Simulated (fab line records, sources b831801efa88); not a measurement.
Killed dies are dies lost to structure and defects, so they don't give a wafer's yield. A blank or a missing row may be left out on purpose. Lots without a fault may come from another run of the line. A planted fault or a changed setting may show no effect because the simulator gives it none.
Which tool did it? | flow gf180mcu | 13 lots, 37 wafers sampled, at 4 steps of a route of 602

WHAT THE GAUGES READ, wafer by wafer
GF_M2_OVL_MEAS_15. Usual: M2_OVL 2 nm, standard deviation 6.5.
lot  | measured     | on         | M2_OVL (nm) | flag
L600 | day 18 23:26 | overlay-01 | 1 -3 1      |
L602 | day 19 16:27 | overlay-01 | 2 4 -3      |
L603 | day 20 04:05 | overlay-01 | -3 8 14     |
L604 | day 20 13:23 | overlay-02 | -1 -7 -3    |
L605 | day 20 23:04 | overlay-02 | -7 -2 0     |
L607 | day 21 16:59 | overlay-02 | 10 4 13     |
L608 | day 22 07:23 | overlay-01 | 17 14 16    |
L609 | day 22 17:34 | overlay-01 | 3 2 3       |
L612 | day 23 20:41 | overlay-01 | 3 9 7       |
L614 | day 24 12:46 | overlay-02 | -2 3 -3     |
L615 | day 24 22:20 | overlay-02 | 14 4        |
L619 | day 26 08:01 | overlay-01 | 11 4        |
L620 | day 26 08:43 | overlay-02 | 0 -6 -1     |

WHICH TOOL RAN EACH LOT (tool, then ch and the chambers of the sampled wafers, then the start)
lot  | GF_DNWELL_COAT_02                | GF_DNWELL_STRIP_08                  | GF_V1_ETCH_16
L600 | litho_track-01 ch 0, day 2 11:47 | plasma_asher-01 ch 0,1, day 2 18:28 | rie_diel-04 ch 1,2,3, day 17 21:16
L602 | litho_track-01 ch 0, day 2 23:13 | plasma_asher-02 ch 0,1, day 3 05:50 | rie_diel-04 ch 1,2,3, day 18 14:25
L603 | litho_track-03 ch 0, day 3 04:25 | plasma_asher-01 ch 0,1, day 3 10:40 | rie_diel-04 ch 0,2,3, day 19 02:16
L604 | litho_track-01 ch 0, day 3 09:02 | plasma_asher-02 ch 1, day 3 16:11   | rie_diel-02 ch 0,1,2, day 19 11:19
L605 | litho_track-01 ch 0, day 3 14:08 | plasma_asher-04 ch 0,1, day 3 21:01 | rie_diel-03 ch 1,2,3, day 19 21:10
L607 | litho_track-04 ch 0, day 3 23:18 | plasma_asher-01 ch 0,1, day 4 06:23 | rie_diel-02 ch 0,1,2, day 20 14:59
L608 | litho_track-01 ch 0, day 4 07:11 | plasma_asher-02 ch 0,1, day 4 13:56 | rie_diel-02 ch 0,1,3, day 21 06:16
L609 | litho_track-03 ch 0, day 4 11:34 | plasma_asher-01 ch 0,1, day 4 19:10 | rie_diel-04 ch 0,1,3, day 21 16:59
L612 | litho_track-03 ch 0, day 5 04:35 | plasma_asher-02 ch 0,1, day 5 11:49 | rie_diel-04 ch 0,1, day 22 20:49
L614 | litho_track-01 ch 0, day 5 13:20 | plasma_asher-02 ch 0,1, day 5 21:25 | rie_diel-03 ch 0,2,3, day 23 12:15
L615 | litho_track-01 ch 0, day 5 18:02 | plasma_asher-01 ch 1, day 6 01:55   | rie_diel-02 ch 1,2, day 23 22:42
L619 | litho_track-01 ch 0, day 6 15:35 | plasma_asher-01 ch 0,1, day 6 23:13 | rie_diel-04 ch 1,2, day 25 08:28
L620 | litho_track-04 ch 0, day 6 20:10 | plasma_asher-02 ch 0,1, day 7 04:23 | rie_diel-03 ch 0,2, day 25 09:25
- GF_DNWELL_COAT_02: resist thk 3000 nm.
- GF_DNWELL_STRIP_08: strips in O2/N2.
- GF_V1_ETCH_16: etches BARC in N2/H2.

WHAT THE TOOLS THEMSELVES READ (means of the sampled wafers that have a number; where no wafer has one, the mark that the record gives instead)
GF_DNWELL_STRIP_08. Usual: drypump_motor_current_A 5.8 A, standard deviation 0.49; heater_power_w 328 W, standard deviation 34; oes_product_au 0.723 a.u., standard deviation 0.005; strip_time_to_endpoint_s 36.97 s, standard deviation 0.091.
lot  | tool            | drypump_motor_current_A (A) | heater_power_w (W) | oes_product_au (a.u.) | strip_time_to_endpoint_s (s) | flag
L600 | plasma_asher-01 | 5.7                         | 309                | 0.720                 | 36.89                        |
L602 | plasma_asher-02 | 5.8                         | 370                | 0.721                 | 37.03                        |
L603 | plasma_asher-01 | 5.6                         | 302                | 0.721                 | 36.97                        |
L604 | plasma_asher-02 | 5.6                         | 367                | 0.722                 | 37.06                        |
L605 | plasma_asher-04 | 5.9                         | 304                | 0.721                 | 36.72                        |
L607 | plasma_asher-01 | 5.6                         | 298                | 0.723                 | 37.04                        |
L608 | plasma_asher-02 | 6.1                         | 369                | 0.721                 | 37.06                        |
L609 | plasma_asher-01 | 5.6                         | 308                | 0.722                 | 36.89                        |
L612 | plasma_asher-02 | 6.1                         | 377                | 0.722                 | 37.00                        |
L614 | plasma_asher-02 | 6.1                         | 370                | 0.721                 | 38.50                        | OFF
L615 | plasma_asher-01 | 5.7                         | 309                | 0.728                 | 38.25                        | OFF
L619 | plasma_asher-01 | 5.7                         | 302                | 0.724                 | 38.22                        | OFF
L620 | plasma_asher-02 | 6.1                         | 375                | 0.724                 | 36.88                        |

GF_V1_ETCH_16. Usual: bias_w 100.0 W, standard deviation 0.3; drypump_motor_current_A 5.6 A, standard deviation 0.53; oes_product_au 0.855 a.u., standard deviation 0.0047; throttle_valve_pct 13.225 %, standard deviation 0.009.
lot  | tool        | bias_w (W) | drypump_motor_current_A (A) | oes_product_au (a.u.) | throttle_valve_pct (%) | flag
L600 | rie_diel-04 | 99.9       | 5.6                         | 0.856                 | 13.230                 |
L602 | rie_diel-04 | 99.9       | 5.6                         | 0.852                 | 13.231                 |
L603 | rie_diel-04 | 99.9       | 5.6                         | 0.854                 | 13.225                 |
L604 | rie_diel-02 | 100.3      | 5.8                         | 0.853                 | 13.222                 |
L605 | rie_diel-03 | 100.1      | 5.2                         | 0.854                 | 13.225                 |
L607 | rie_diel-02 | 99.9       | 5.8                         | 0.854                 | 13.218                 |
L608 | rie_diel-02 | 100.1      | 5.5                         | 0.854                 | 13.230                 |
L609 | rie_diel-04 | 100.0      | 5.6                         | 0.854                 | 13.227                 |
L612 | rie_diel-04 | 100.2      | 5.9                         | 0.855                 | 13.229                 |
L614 | rie_diel-03 | 100.0      | 5.6                         | 0.855                 | 13.223                 |
L615 | rie_diel-02 | 100.0      | 5.5                         | 0.863                 | 13.229                 |
L619 | rie_diel-04 | 100.1      | 5.8                         | 0.853                 | 13.219                 |
L620 | rie_diel-03 | 99.9       | 5.2                         | 0.854                 | 13.217                 |

THE ANSWER, worked out from the rows above alone
Rule: a lot is off if the mean of its wafers that have a number lies more than 3 standard deviations from the usual mean. A lot without any number at a reading at which 4 lots or more have one is off too. The other lots that the step has rows for count as sound. The gauges are gone through in route order, then the tools' own readings, and for those a lot's mean is taken as printed above. The first step at which some lot is off is used, and at that step the reading that is off furthest; a lot without a number counts as furthest.
Off: L614, L615, L619, at GF_DNWELL_STRIP_08 (strip_time_to_endpoint_s).
A tool fits if, at that step or a process step before it, it ran every lot that is off, and no sound lot after the first of them. One fits: litho_track-01 at GF_DNWELL_COAT_02. Its last sound lot is L608 (day 4 07:11), its first lot that is off L614 (day 5 13:20): a fault that began between those two fits.

WHAT THE SIMULATOR HAD PUT IN
Process parameter drift: litho_track-01, from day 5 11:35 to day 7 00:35, at GF_DNWELL_COAT_02. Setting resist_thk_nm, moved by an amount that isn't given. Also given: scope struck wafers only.
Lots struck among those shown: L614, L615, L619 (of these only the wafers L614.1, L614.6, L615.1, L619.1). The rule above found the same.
